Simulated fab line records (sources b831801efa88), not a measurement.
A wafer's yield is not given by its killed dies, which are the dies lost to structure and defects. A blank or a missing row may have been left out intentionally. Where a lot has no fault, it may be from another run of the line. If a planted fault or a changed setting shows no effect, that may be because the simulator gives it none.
One fault seen from 2 desks	flow gf180mcu	what lay behind the numbers comes last; until then each desk has only its own

## THE METROLOGY DESK
What the gauges read for every lot (on any tool): the sampled wafers with a number, averaged. Any lot whose mean is over 4 standard deviations away from the usual mean is out of limits and marked OUT; that distance is given in the brackets.
Columns: A = STI_OXIDATION_02_THK at GF_STI_THK_MEAS_30, usual 9.95 nm; B = POLY_GATE_CVD_00_THK at GF_POLY_GATE_THK_MEAS_01, usual 201.5 nm; C = cdNm at GF_HV_LDD_CD_MEAS_19, usual 400.1 nm
lot	first seen here	A	B	C
L121	day 2 05:34	9.99	201.0	399.2
L122	day 2 14:02	9.94	202.5	401.7
L123	day 2 18:05	10.17	204.4	399.1
L124	day 2 21:42	10.14	201.1	400.8
L125	day 3 02:10	9.89	197.6	401.6
L126	day 3 07:43	9.76	206.4	401.0
L127	day 3 13:33	9.94	195.0	404.3
L128	day 3 18:37	9.78	200.6	396.7
L129	day 3 22:23	9.76	200.8	398.7
L133	day 4 21:02	9.83	205.6	402.1
L134	day 5 01:55	9.77	201.1	397.4
L140	day 6 11:20	9.82	200.5	402.5
This desk found nothing out of limits on any of the 12 lots.

## AT THE TOOL OWNER'S DESK: ilineStepper-01
The tool's own readings at GF_MVSD_EXPOSE_04 (exposes mask MVSD, target cd 1000 nm): means of the sampled wafers that have a number, for each lot that ran on this tool. Any lot whose mean is over 4 standard deviations away from the usual mean is out of limits and marked OUT; that distance is given in the brackets.
Columns: A = exposureDoseMJCm2 at GF_MVSD_EXPOSE_04, usual 259.97; B = reticleTempC at GF_MVSD_EXPOSE_04, usual 23.01 C; C = stageVelMmS at GF_MVSD_EXPOSE_04, usual 500.02 mm/s
lot	first seen here	A	B	C
L121	day 4 02:04	260.07	23.08	499.97
L124	day 5 00:35	259.83	23.09	499.90
L125	day 5 02:54	260.20	23.03	500.26
L128	day 5 20:05	259.81	23.12	500.01
L129	day 6 00:19	259.78	23.09	500.07
L133	day 7 01:56	273.21 (+47) OUT	22.97	500.05
L134	day 7 06:29	273.88 (+50) OUT	22.98	499.75
This desk finds L133, L134 out of limits, L133 being first, at day 7 01:56 (exposureDoseMJCm2 at GF_MVSD_EXPOSE_04). L121, L124, L125, L128, L129 stayed within limits.

## TAKEN TOGETHER
The tool owner's desk had the chance to raise an alarm at day 7 01:56 on L133, L134.
Metrology desk: nothing out of limits seen.
The metrology desk holds a record of L133, L134, inside its limits.
Of the lots named, all ran GF_MVSD_EXPOSE_04 on ilineStepper-01.

## WHAT WAS PUT IN BY THE SIMULATOR
Drift in process parameters on ilineStepper-01 at GF_MVSD_EXPOSE_04, starting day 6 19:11. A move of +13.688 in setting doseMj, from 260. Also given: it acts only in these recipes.
Lots struck among those shown: L133, L134.
How many hours passed from the start of the fault until each desk's first out-of-limits reading: the tool owner's desk, 7.
